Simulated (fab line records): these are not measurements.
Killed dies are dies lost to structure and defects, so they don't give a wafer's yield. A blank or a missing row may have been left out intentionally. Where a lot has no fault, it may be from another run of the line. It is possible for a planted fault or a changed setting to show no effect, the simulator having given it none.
A single fault, viewed from 2 desks | flow sky130 | only its own numbers are on each desk; what lay behind them is given at the end

== AT THE METROLOGY DESK ==
What the gauges read, lot by lot, whatever tool the lot ran on: means of the sampled wafers that have a number. Marked OUT: a lot whose mean sits more than 4 standard deviations from the usual mean, which makes it out of limits; the brackets give that distance.
Columns: A = CAPM_TIN_RS at SKY_CAPM_RS_MEAS_03, usual 6.93 ohm/sq; B = CAPM_TIN_THK at SKY_CAPM_THK_MEAS_04, usual 201.8 nm
lot  | first seen here | A    | B
L526 | day 37 05:34    | 6.90 | 201.9
L527 | day 37 12:09    | 6.88 | 202.8
L528 | day 37 17:15    | 6.96 | 201.8
L531 | day 38 21:50    | 7.03 | 197.7
L530 | day 38 23:29    | 6.83 | 203.5
L533 | day 39 07:20    | 7.03 | 199.6
L535 | day 39 15:34    | 6.81 | 206.2
L534 | day 39 17:11    | 6.99 | 201.2
L538 | day 40 15:29    | 6.66 | 211.1
L542 | day 41 20:29    | 7.07 | 198.8
L545 | day 42 15:47    | 6.92 | 203.5
L548 | day 43 07:34    | 6.84 | 205.2
Result from this desk: across the 12 lots, nothing is out of limits.

== DESK OF THE TOOL OWNER: pvd-sputter-01 ==
At SKY_CAPM_SPUTTER_02 (material TiN, target thk 200 nm, time 166.7 s) the tool's own readings: per lot run on this tool, the mean of the sampled wafers that have a number. Marked OUT: a lot whose mean sits more than 4 standard deviations from the usual mean, which makes it out of limits; the brackets give that distance.
Columns: A = cathode-dc-power-W at SKY_CAPM_SPUTTER_02, usual 6499.9 W; B = chamber-pressure-pa at SKY_CAPM_SPUTTER_02, usual 0.3999 Pa; C = susceptor-temp-C at SKY_CAPM_SPUTTER_02, usual 300.02 C; D = throttle-valve-pct at SKY_CAPM_SPUTTER_02, usual 29.7 %
lot  | first seen here | A                        | B      | C      | D
L530 | day 38 23:22    | 6499.7                   | 0.3994 | 299.98 | 30.7
L535 | day 39 15:27    | 6498.7                   | 0.4005 | 299.79 | 31.3
L538 | day 40 15:19    | 6716.8 (+99 or more) OUT | 0.4004 | 300.18 | 30.7
Finding of this desk: L538 out of limits; the first was L538 at day 40 15:19, on cathode-dc-power-W at SKY_CAPM_SPUTTER_02. Within limits: L530, L535.

== TAKEN TOGETHER ==
The tool owner's desk could have raised an alarm at day 40 15:19, on L538.
From the metrology desk's view, nothing was out of limits.
The metrology desk holds a record of L538, inside its limits.
SKY_CAPM_SPUTTER_02 was run on pvd-sputter-01 by each of the lots named.

== WHAT THE SIMULATOR HAD INSERTED ==
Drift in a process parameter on pvd-sputter-01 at SKY_CAPM_SPUTTER_02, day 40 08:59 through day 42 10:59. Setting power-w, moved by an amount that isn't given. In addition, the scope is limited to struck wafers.
Shown lots that were struck: L538.
Time in hours from fault onset to the first out-of-limits reading at each desk: the tool owner's desk, 6.
